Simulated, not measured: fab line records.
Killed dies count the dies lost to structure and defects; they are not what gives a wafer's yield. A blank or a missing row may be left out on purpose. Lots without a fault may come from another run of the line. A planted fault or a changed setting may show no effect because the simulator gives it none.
Matching of chambers -- flow sky130 -- 4 sister chambers for SKY_VIA1_CMP_02 on cmp-01
The step polishes SiO2. 14 wafers are shown with their chamber, then 7 later ones without.

## WAFERS PAIRED WITH THEIR CHAMBERS
wafer,chamber,motor current A (A),head pressure psi (psi)
L485.1,0,10.9,3.979
L485.5,2,11.4,4.005
L485.6,3,9.9,4.004
L487.3,1,13.6,3.994
L487.4,2,11.5,4.012
L487.6,3,9.5,3.996
L489.1,2,11.5,4.009
L489.2,0,10.9,4.013
L489.3,1,13.7,3.995
L491.2,1,13.5,4.005
L491.3,0,11.5,4.000
L491.6,2,11.9,4.000
L493.1,2,11.3,3.992
L493.3,1,13.1,4.014

SIGNATURES, as means of the wafers listed above
reading,chamber 0,chamber 1,chamber 2,chamber 3,scatter within a chamber
motor current A,11.100,13.475,11.520,9.700,0.271
head pressure psi,3.99733,4.00200,4.00360,4.00000,0.0107
Rule: for a wafer and a chamber, the distance is found by dividing, reading by reading, the gap between the wafer's reading and the chamber's mean by the reading's scatter, squaring, summing and taking the root. If the next closest chamber is less than 2 further off than the closest, the wafer can't be placed; otherwise it belongs to the closest. How the scatter is found: for the shown wafers, subtract from each reading the mean of its chamber, square and add these, divide the total by (wafers less chambers), then take the root.

## WAFERS WITH NO CHAMBER GIVEN
wafer,motor current A (A),head pressure psi (psi)
L493.6,11.9,3.989
L495.2,11.3,4.005
L495.3,14.0,3.998
L495.5,9.9,3.998
L496.3,11.8,3.991
L496.5,13.3,4.004
L496.6,11.1,4.006

## THE CHAMBER EACH PASSED THROUGH
wafer,from the rows above,in truth
L493.6,can't be placed: 2 or 0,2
L495.2,can't be placed: 2 or 0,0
L495.3,1,1
L495.5,3,3
L496.3,can't be placed: 2 or 0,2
L496.5,1,1
L496.6,can't be placed: 0 or 2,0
3 of 7 placed correctly. Unplaceable from these rows: 4, with the true chamber sitting among the candidates in 4. Number placed wrongly: 0.
